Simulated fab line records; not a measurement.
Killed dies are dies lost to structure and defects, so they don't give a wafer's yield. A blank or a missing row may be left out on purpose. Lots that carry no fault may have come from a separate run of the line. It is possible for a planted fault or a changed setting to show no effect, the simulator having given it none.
fab line records	flow sky130
record lots=7	wafers=21	last_day=50
route steps=708 shown POLY_GATE@233 LDD_N@237 LDD_P@255 PAD_OPEN@708
lots with no fault: from the same line, run without faults
start_h: the number of hours between the record's first day and the start of the first shown wafer of the lot	wait_h: hours from the lot's prior step to this one	" repeats the value in the row above	L1.1+2: a row that stands for several wafers	- either no value or no given start	* or withheld: withheld	< > ~ a bound
route shown NAME@n: NAME is a module with steps in the file, n the number in the route of the first one	usual: the fault-free wafers' mean and standard deviation	same: alike in all rows	chamber/n: place in a boat	sites: each site's reading	_std_site: standard deviation across them	_edge_site: mean of outer sites minus mean of inner sites	radius_mm: for every site, how far away it sits from the centre of the wafer	mask NAME#n: copy n	behind: tool/chamber where the wafer was last shaped	hold: reason for holding the lot/hours on hold/outcome of the hold	device: names the non-switching transistor (n, p or np)	end of line: the same wafers' tests at the end of the route	for a step that has no rows: nothing shown but its recipe	killed: the dies lost at the first sort to structure and to defects; this is not the yield of the wafer	map: the dies of a wafer, with x for killed, . for not killed, _ for no die there
set.NAME: the run value of the setting; set.NAME@STEP: its run value at that earlier step	model.NAME: the simulator's own value behind a step, which no gauge read
lots seen at some steps along the route; tables by step, rows by wafer
services: when a tool's chamber went out of use (start_h, in hours from the record's first day, below 0 if earlier), for how many hours, and the reason
## steps
# step SKY_POLY_GATE_CLEAN_19
# recipe chemistry=SC1/SC2	mix=1:4:20	temp_c=70	time_s=150	dry=n2_spin
# step SKY_POLY_GATE_OXIDATION_20
# recipe temp_c=850	ambient=O2	stabilise_s=600	purge_s=300	target_thk_a=40	ox_time_s=899
# step SKY_POLY_GATE_THK_MEAS_21
# recipe reads=SiO2_of_POLY_GATE_OXIDATION_20
# usual POLY_GATE_OXIDATION_THK=4.02/0.08
lot.wafer	tool	chamber	start_h	wait_h	POLY_GATE_OXIDATION_THK[nm]
L369.3	film_metro-04	-	396.76	0.0	4.10
L369.5	"	-	"	"	4.17
L369.6	"	-	"	"	4.20
L371.2	film_metro-04	-	414.80	0.0	4.11
L371.3	"	-	"	"	4.17
L371.6	"	-	"	"	4.05
L373.1	film_metro-04	-	438.51	0.0	4.00
L373.4	"	-	"	"	4.08
L373.6	"	-	"	"	4.05
L374.3	film_metro-02	-	438.53	0.0	4.11
L374.5	"	-	"	"	4.14
L374.6	"	-	"	"	4.08
L378.1	film_metro-01	-	477.59	0.0	3.98
L378.3	"	-	"	"	4.01
L378.6	"	-	"	"	3.98
L381.1	film_metro-01	-	514.95	0.0	3.97
L381.2	"	-	"	"	3.99
L381.4	"	-	"	"	4.04
L387.2	film_metro-01	-	555.02	0.0	4.01
L387.3	"	-	"	"	3.91
L387.6	"	-	"	"	3.96
# step SKY_POLY_GATE_CD_MEAS_22
# usual cd_nm=150.1/2.3
lot.wafer	tool	chamber	start_h	wait_h	cd_nm
L369.3	cd_sem-02	-	396.85	0.1	149.6
L369.5	"	-	"	"	149.4
L369.6	"	-	"	"	149.2
L371.2	cd_sem-01	-	414.87	0.1	150.2
L371.3	"	-	"	"	151.6
L371.6	"	-	"	"	151.4
L373.1	cd_sem-01	-	438.57	0.1	146.0
L373.4	"	-	"	"	150.3
L373.6	"	-	"	"	150.3
L374.3	cd_sem-02	-	438.63	0.1	148.3
L374.5	"	-	"	"	150.8
L374.6	"	-	"	"	149.6
L378.1	cd_sem-01	-	477.65	0.1	154.5
L378.3	"	-	"	"	150.9
L378.6	"	-	"	"	150.9
L381.1	cd_sem-02	-	515.01	0.1	148.6
L381.2	"	-	"	"	147.3
L381.4	"	-	"	"	149.6
L387.2	cd_sem-02	-	555.13	0.1	150.2
L387.3	"	-	"	"	146.8
L387.6	"	-	"	"	151.7
# step SKY_LDD_N_DEHYDRATE_00
# recipe temp_c=200	time_s=60
# step SKY_LDD_N_HMDS_01
# recipe prime_time_s=60	prime_temp_c=120
# step SKY_LDD_N_COAT_02
# recipe resist=NOVOLAK	spin_rpm=3000	resist_thk_nm=300
# step SKY_LDD_N_SOFTBAKE_03
# recipe temp_c=90	time_s=60	resist=NOVOLAK
# step SKY_LDD_N_EXPOSE_04
# recipe mask_id=NTM	target_cd_nm=840	na=0.6	source_shape=conventional	sigma_outer=0.6	dose_mj=110
# step SKY_LDD_N_PEB_05
# recipe temp_c=withheld	time_s=*	resist=NOVOLAK
# step SKY_LDD_N_DEVELOP_06
# recipe develop_time_s=60	dev_temp_c=23
# step SKY_LDD_N_OVL_MEAS_07
# usual LDD_N_OVL=0.9/1.3
lot.wafer	tool	chamber	start_h	wait_h	LDD_N_OVL[nm]
L369.3	overlay-01	-	427.29	0.1	1.6
L369.5	"	-	"	"	1.5
L369.6	"	-	"	"	1.2
L371.2	overlay-01	-	445.85	0.1	-0.3
L371.3	"	-	"	"	-0.8
L371.6	"	-	"	"	0.9
L373.1	overlay-01	-	469.91	0.1	1.5
L373.4	"	-	"	"	0.1
L373.6	"	-	"	"	3.1
L374.3	overlay-01	-	478.17	0.1	-1.5
L374.5	"	-	"	"	-0.1
L374.6	"	-	"	"	2.0
L378.1	overlay-01	-	507.71	0.1	0.9
L378.3	"	-	"	"	2.1
L378.6	"	-	"	"	2.4
L381.1	overlay-01	-	545.13	0.1	3.5
L381.2	"	-	"	"	1.6
L381.4	"	-	"	"	1.9
L387.2	overlay-02	-	585.09	0.1	0.6
L387.3	"	-	"	"	0.4
L387.6	"	-	"	"	0.6
# step SKY_LDD_N_IMPLANT_08
# recipe species=As	energy_kev=20	dose_cm2=7.5e+13	tilt_deg=withheld	rotation_deg=23
# usual beam_on_s=10.01/0.21
lot.wafer	tool	chamber	start_h	wait_h	beam_on_s
L369.3	implanter-03	0	427.42	0.1	10.03
L369.5	"	0	"	"	9.81
L369.6	"	0	"	"	9.75
L371.2	implanter-03	0	445.91	0.0	10.05
L371.3	"	0	"	"	9.75
L371.6	"	0	"	"	9.93
L373.1	implanter-03	0	469.95	0.0	9.96
L373.4	"	0	"	"	9.88
L373.6	"	0	"	"	9.93
L374.3	implanter-04	0	478.25	0.1	10.17
L374.5	"	0	"	"	9.83
L374.6	"	0	"	"	9.78
L378.1	implanter-03	0	507.75	0.0	10.22
L378.3	"	0	"	"	9.78
L378.6	"	0	"	"	9.87
L378.1	implanter-03	0	508.07	0.3	9.78
L378.3	"	0	"	"	10.11
L378.6	"	0	"	"	10.19
L381.1	implanter-01	0	545.17	0.0	9.81
L381.2	"	0	"	"	9.75
L381.4	"	0	"	"	10.03
L381.1	implanter-01	0	545.48	0.3	9.86
L381.2	"	0	"	"	9.89
L381.4	"	0	"	"	9.93
L387.2	implanter-01	0	585.14	0.0	10.02
L387.3	"	0	"	"	9.98
L387.6	"	0	"	"	9.95
L387.2	implanter-01	0	585.46	0.3	10.06
L387.3	"	0	"	"	9.87
L387.6	"	0	"	"	9.72
# step SKY_LDD_N_IMPLANT_09
# recipe species=As	energy_kev=20	dose_cm2=7.5e+13	tilt_deg=withheld	rotation_deg=113
# step SKY_LDD_N_IMPLANT_10
# recipe species=As	energy_kev=20	dose_cm2=7.5e+13	tilt_deg=withheld	rotation_deg=203
# step SKY_LDD_N_IMPLANT_11
# recipe species=As	energy_kev=20	dose_cm2=7.5e+13	tilt_deg=withheld	rotation_deg=293
# step SKY_LDD_N_IMPLANT_12
# recipe species=BF2	energy_kev=50	dose_cm2=5e+12	tilt_deg=30	rotation_deg=0
# step SKY_LDD_N_IMPLANT_13
# recipe species=BF2	energy_kev=50	dose_cm2=5e+12	tilt_deg=30	rotation_deg=90
# step SKY_LDD_N_IMPLANT_14
# recipe species=BF2	energy_kev=50	dose_cm2=5e+12	tilt_deg=30	rotation_deg=180
# step SKY_LDD_N_IMPLANT_15
# recipe species=BF2	energy_kev=50	dose_cm2=5e+12	tilt_deg=30	rotation_deg=270
# step SKY_LDD_N_STRIP_16
# recipe chemistry=O2/N2	power_w=1400	pressure_mtorr=1500	platen_temp_c=withheld	o2_flow_sccm=3000	n2_flow_sccm=300	overash_fraction=0.5
# usual drypump_motor_current_A=6.2/0.45	oes_product_au=0.407/0.0049	strip_time_to_endpoint_s=4.308/0.014
lot.wafer	tool	chamber	start_h	wait_h	drypump_motor_current_A	oes_product_au	rf_hours_counter_h	strip_time_to_endpoint_s
L369.3	plasma_asher-02	0	428.60	0.1	6.3	0.408	-	4.323
L369.5	"	1	"	"	6.2	0.408	-	4.312
L369.6	"	0	"	"	6.3	0.401	-	4.308
L371.2	plasma_asher-03	0	447.08	0.1	5.8	0.406	2	4.282
L371.3	"	1	"	"	6.8	0.407	-	4.284
L371.6	"	0	"	"	5.7	0.414	-	4.289
L373.1	plasma_asher-02	1	471.15	0.1	6.2	0.414	64	4.305
L373.4	"	1	"	"	6.2	0.404	-	4.311
L373.6	"	1	"	"	6.2	0.408	-	4.330
L374.3	plasma_asher-03	0	479.43	0.1	5.7	0.412	-	4.311
L374.5	"	0	"	"	5.8	0.399	-	4.312
L374.6	"	1	"	"	6.8	0.408	-	4.286
L378.1	plasma_asher-01	1	509.27	0.1	6.3	0.409	80	4.514
L378.3	"	1	"	"	6.2	0.408	-	4.514
L378.6	"	0	"	"	5.5	0.406	-	4.501
L381.1	plasma_asher-03	0	546.68	0.1	5.8	0.402	14	4.501
L381.2	"	1	"	"	6.8	0.408	14	4.523
L381.4	"	1	"	"	6.8	0.409	-	4.515
L387.2	plasma_asher-03	0	586.77	0.2	5.7	0.404	18	4.503
L387.3	"	0	"	"	5.7	0.405	-	4.524
L387.6	"	0	"	"	5.8	0.405	-	4.510
# step SKY_LDD_N_TW_MEAS_17
# usual LDD_N_TW=2594/43
lot.wafer	tool	chamber	start_h	wait_h	LDD_N_TW
L369.3	film_metro-03	-	428.69	0.1	2640
L369.5	"	-	"	"	2648
L369.6	"	-	"	"	2634
L371.2	film_metro-04	-	447.19	0.1	2549
L371.3	"	-	"	"	2547
L371.6	"	-	"	"	2543
L373.1	film_metro-01	-	471.25	0.1	2535
L373.4	"	-	"	"	2551
L373.6	"	-	"	"	2542
L374.3	film_metro-03	-	479.52	0.1	2659
L374.5	"	-	"	"	2648
L374.6	"	-	"	"	2656
L378.1	film_metro-03	-	509.37	0.1	2754
L378.3	"	-	"	"	2752
L378.6	"	-	"	"	2748
L381.1	film_metro-01	-	546.78	0.1	2655
L381.2	"	-	"	"	2667
L381.4	"	-	"	"	2645
L387.2	film_metro-03	-	586.88	0.1	2745
L387.3	"	-	"	"	2769
L387.6	"	-	"	"	2762
L387.2	film_metro-03	-	587.15	0.3	2758
L387.3	"	-	"	"	2745
L387.6	"	-	"	"	2755
# step SKY_LDD_P_DEHYDRATE_00
# recipe temp_c=200	time_s=60
# step SKY_PAD_OPEN_PROBE_99
# usual killed_at_M0_to_M3=44/7.4	killed_at_M4_up=3.2/1.8	killed_at_contacts=25/5.2	killed_at_front_end=15/4.5	killed_at_other=0.2/0.43	killed_dies=87/9.6	killed_open=48/7.6	killed_short=40/5.7
# same gross_dies=492	killed_at_back_side=0
lot.wafer	tool	chamber	start_h	wait_h	killed_at_M0_to_M3	killed_at_M4_up	killed_at_contacts	killed_at_front_end	killed_at_other	killed_dies	killed_open	killed_short	model.etest.tip_n.rs_ohm_sq	model.etest.nfet_01v8_lvt.vt_sat_v	model.etest.nfet_01v8.vt_sat_v
L369.3	prober-02	-	1093.44	0.2	52	4	25	18	0	99	61	38	447.7	0.5459	0.6485
L369.5	prober-02	-	1093.54	0.2	41	3	29	18	0	91	52	39	445.4	0.5368	0.6459
L369.6	prober-02	-	1093.59	0.2	56	4	14	11	0	85	44	41	447.5	0.5431	0.6541
L371.2	prober-02	-	1107.00	0.1	54	4	31	13	0	102	54	48	440.4	0.5336	0.6487
L371.3	prober-02	-	1107.05	0.2	44	2	30	13	1	90	55	35	444.7	0.5371	0.6494
L371.6	prober-02	-	1107.20	0.2	47	3	20	19	0	89	42	47	442.9	0.53	0.6427
L373.1	prober-02	-	1118.74	0.1	52	0	27	16	0	95	52	43	442	0.5509	0.6596
L373.4	prober-02	-	1118.89	0.2	46	1	30	19	0	96	51	45	444.2	0.5496	0.655
L373.6	prober-02	-	1118.99	0.2	44	2	25	15	0	86	51	35	441.2	0.5535	0.6624
L374.3	prober-01	-	1125.43	0.2	27	1	29	19	0	76	41	35	448.4	0.5332	0.6459
L374.5	prober-01	-	1125.53	0.2	41	6	18	24	0	89	50	39	447.4	0.54	0.6528
L374.6	prober-01	-	1125.58	0.2	45	4	11	27	0	87	46	41	447.3	0.5497	0.6608
L378.1	prober-01	-	1146.71	0.1	46	4	16	12	0	78	43	35	387.8	0.5338	0.6409
L378.3	prober-01	-	1146.81	0.2	35	9	27	22	0	93	49	44	386.8	0.5267	0.6374
L378.6	prober-01	-	1146.96	0.2	44	3	14	14	0	75	35	40	390.4	0.5283	0.6447
L381.1	prober-02	-	1169.28	0.1	38	5	28	11	1	83	48	35	386.8	0.5083	0.6298
L381.2	prober-02	-	1169.33	0.1	42	3	24	21	1	91	52	39	386.2	0.5204	0.6353
L381.4	prober-02	-	1169.43	0.2	39	4	30	12	0	85	50	35	389.2	0.5227	0.6341
L387.2	prober-02	-	1189.97	0.1	31	2	29	7	0	69	36	33	388.5	0.5126	0.6269
L387.3	prober-02	-	1190.02	0.2	49	3	30	12	0	94	58	36	391.6	0.5231	0.6338
L387.6	prober-02	-	1190.17	0.2	44	7	31	19	0	101	48	53	390.4	0.527	0.6394
# killed by level:class
L369.3 VIA1:geometric_particle:open=13 CONTACT:geometric_particle:open=12 VIA3:geometric_particle:open=10 LI_CONTACT:geometric_particle:open=7 METAL2:geometric_particle:short=7 POLY_GATE:geometric_particle:open=5 METAL1:geometric_particle:short=5 FIELD_ISO:geometric_particle:open=4
L369.5 CONTACT:geometric_particle:open=14 VIA1:geometric_particle:open=9 METAL2:geometric_particle:short=7 VIA3:geometric_particle:open=7 FIELD_ISO:geometric_particle:short=5 FIELD_ISO:geometric_particle:open=5 METAL1:geometric_particle:short=5 POLY_GATE:geometric_particle:open=5
L369.6 METAL1:geometric_particle:short=10 VIA1:geometric_particle:open=9 VIA2:geometric_particle:open=8 VIA3:geometric_particle:open=7 METAL2:geometric_particle:short=6 CONTACT:geometric_particle:open=5 FIELD_ISO:geometric_particle:short=4 METAL3:geometric_particle:short=4
L371.2 VIA2:geometric_particle:open=12 VIA1:geometric_particle:open=10 CONTACT:geometric_particle:open=9 METAL1:geometric_particle:short=9 LI_CONTACT:geometric_particle:open=7 VIA1:geometric_particle:short=6 LI_CONTACT:geometric_particle:short=5 LOCAL_INTERCONNECT:geometric_particle:short=5
L371.3 CONTACT:geometric_particle:open=15 VIA1:geometric_particle:open=13 VIA2:geometric_particle:open=9 CONTACT:geometric_particle:short=5 VIA1:geometric_particle:short=5 POLY_GATE:geometric_particle:open=4 LI_CONTACT:geometric_particle:open=4 METAL1:geometric_particle:short=4
L371.6 METAL2:geometric_particle:short=10 CONTACT:geometric_particle:open=9 VIA1:geometric_particle:open=7 VIA3:geometric_particle:short=6 FIELD_ISO:geometric_particle:short=5 VIA2:geometric_particle:open=5 CONTACT:geometric_particle:short=5 FIELD_ISO:geometric_particle:open=4
L373.1 VIA1:geometric_particle:open=20 METAL1:geometric_particle:short=9 LI_CONTACT:geometric_particle:open=8 METAL2:geometric_particle:short=7 LOCAL_INTERCONNECT:geometric_particle:short=6 FIELD_ISO:geometric_particle:short=5 CONTACT:geometric_particle:short=5 CONTACT:geometric_particle:open=5
L373.4 VIA1:geometric_particle:open=13 CONTACT:geometric_particle:open=9 LI_CONTACT:geometric_particle:open=8 METAL2:geometric_particle:short=8 FIELD_ISO:geometric_particle:open=6 POLY_GATE:geometric_particle:short=5 VIA2:geometric_particle:open=5 LOCAL_INTERCONNECT:geometric_particle:short=5
L373.6 CONTACT:geometric_particle:open=12 VIA1:geometric_particle:open=9 VIA2:geometric_particle:open=9 LI_CONTACT:geometric_particle:open=7 POLY_GATE:geometric_particle:open=6 METAL1:geometric_particle:short=6 METAL2:geometric_particle:short=5 VIA3:geometric_particle:short=5
L374.3 CONTACT:geometric_particle:open=10 VIA1:geometric_particle:open=8 CONTACT:geometric_particle:short=7 LI_CONTACT:geometric_particle:open=6 FIELD_ISO:geometric_particle:short=5 POLY_GATE:geometric_particle:open=5 METAL3:geometric_particle:short=5 POLY_GATE:geometric_particle:short=4
L374.5 VIA1:geometric_particle:open=10 CONTACT:geometric_particle:open=9 VIA2:geometric_particle:open=8 POLY_GATE:geometric_particle:open=7 POLY_GATE:geometric_particle:short=7 METAL2:geometric_particle:short=4 VIA3:geometric_particle:short=4 LOCAL_INTERCONNECT:geometric_particle:short=3
L374.6 VIA1:geometric_particle:open=10 POLY_GATE:geometric_particle:short=8 METAL2:geometric_particle:short=7 FIELD_ISO:geometric_particle:open=6 POLY_GATE:geometric_particle:open=6 LI_CONTACT:geometric_particle:open=5 METAL3:geometric_particle:short=5 VIA3:geometric_particle:open=5
L378.1 VIA1:geometric_particle:open=15 CONTACT:geometric_particle:open=9 METAL2:geometric_particle:short=8 METAL1:geometric_particle:short=7 VIA3:geometric_particle:open=6 POLY_GATE:geometric_particle:short=5 FIELD_ISO:geometric_particle:open=3 VIA2:geometric_particle:open=3
L378.3 CONTACT:geometric_particle:open=12 VIA1:geometric_particle:open=10 POLY_GATE:geometric_particle:open=9 METAL2:geometric_particle:short=9 LI_CONTACT:geometric_particle:open=8 METAL4:geometric_particle:short=7 FIELD_ISO:geometric_particle:short=4 CONTACT:geometric_particle:short=4
L378.6 VIA1:geometric_particle:open=11 METAL2:geometric_particle:short=8 CONTACT:geometric_particle:open=5 VIA3:geometric_particle:short=5 VIA3:geometric_particle:open=4 METAL1:geometric_particle:short=4 VIA1:geometric_particle:short=4 SPACER:geometric_particle:open=3
L381.1 LI_CONTACT:geometric_particle:open=10 VIA1:geometric_particle:open=8 VIA2:geometric_particle:open=8 VIA3:geometric_particle:open=7 CONTACT:geometric_particle:open=6 VIA3:geometric_particle:short=4 LI_CONTACT:geometric_particle:short=4 METAL2:geometric_particle:short=4
L381.2 CONTACT:geometric_particle:open=9 VIA1:geometric_particle:open=9 LI_CONTACT:geometric_particle:open=8 VIA3:geometric_particle:open=7 VIA2:geometric_particle:open=6 FIELD_ISO:geometric_particle:short=5 POLY_GATE:geometric_particle:open=5 METAL2:geometric_particle:short=5
L381.4 CONTACT:geometric_particle:open=14 METAL1:geometric_particle:short=7 VIA2:geometric_particle:open=7 VIA3:geometric_particle:open=7 LI_CONTACT:geometric_particle:open=6 CONTACT:geometric_particle:short=6 VIA1:geometric_particle:open=5 METAL2:geometric_particle:short=4
L387.2 CONTACT:geometric_particle:open=14 LI_CONTACT:geometric_particle:open=6 METAL2:geometric_particle:short=6 LOCAL_INTERCONNECT:geometric_particle:short=5 VIA1:geometric_particle:short=4 METAL1:geometric_particle:short=4 POLY_GATE:geometric_particle:short=3 CONTACT:geometric_particle:short=3
L387.3 CONTACT:geometric_particle:open=15 VIA3:geometric_particle:open=10 VIA1:geometric_particle:open=10 LOCAL_INTERCONNECT:geometric_particle:short=6 VIA1:geometric_particle:short=6 POLY_GATE:geometric_particle:open=4 VIA2:geometric_particle:open=4 VIA3:geometric_particle:short=4
L387.6 VIA1:geometric_particle:open=12 METAL1:geometric_particle:short=9 LI_CONTACT:geometric_particle:short=8 POLY_GATE:geometric_particle:short=7 LI_CONTACT:geometric_particle:open=7 CONTACT:geometric_particle:open=7 VIA1:geometric_particle:short=6 FIELD_ISO:geometric_particle:open=4
## services
tool	chamber	start_h	hours	kind
implanter-03	-	413.66	2.5	repair
plasma_asher-01	-	414.34	14.6	pm
plasma_asher-03	-	421.25	9.0	pm
plasma_asher-03	0	421.25	9.0	vent_cycle
plasma_asher-03	1	421.25	9.0	vent_cycle
implanter-01	-	421.62	6.3	repair
implanter-04	-	425.81	2.3	repair
plasma_asher-03	0	430.25	-	clean
plasma_asher-03	1	430.25	-	clean
plasma_asher-02	-	439.47	21.2	repair
plasma_asher-01	-	453.33	28.1	pm
implanter-03	-	472.28	2.7	repair
implanter-01	-	494.73	2.1	repair
implanter-03	-	548.98	1.3	repair
implanter-01	-	563.70	2.6	repair
plasma_asher-01	-	578.55	27.1	pm
## key
first_sign step=SKY_LDD_N_IMPLANT_08	reading=visit	direction=added
effect step=SKY_LDD_N_STRIP_16	reading=strip_time_to_endpoint_s	direction=up	sigmas=14	usual=*	struck=*
effect step=SKY_LDD_N_TW_MEAS_17	reading=LDD_N_TW	direction=up	sigmas=3	usual=2594	struck=2722
model_effect step=SKY_PAD_OPEN_PROBE_99	value=etest.tip_n.rs_ohm_sq	without=445.1	struck=388.6
met_at SKY_LDD_N_IMPLANT_08
struck_wafers L378.1,L378.3,L378.6,L381.1,L381.2,L381.4,L387.2,L387.3,L387.6
tester_left_out L378,L381,L387
fault kind=repeated_step_whole	tool=implanter-01,implanter-03,implanter-04	chamber=-	onset_h=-	steps=SKY_LDD_N_IMPLANT_08	times=1	scope=struck_lots_only
# tester_left_out: of these lots the tester's yield and bins aren't shown, on N5 and GAA mostly nor the transistor test; their killed dies are dies lost to structure and defects alone, not to doping, threshold or leakage, so they don't give the yield
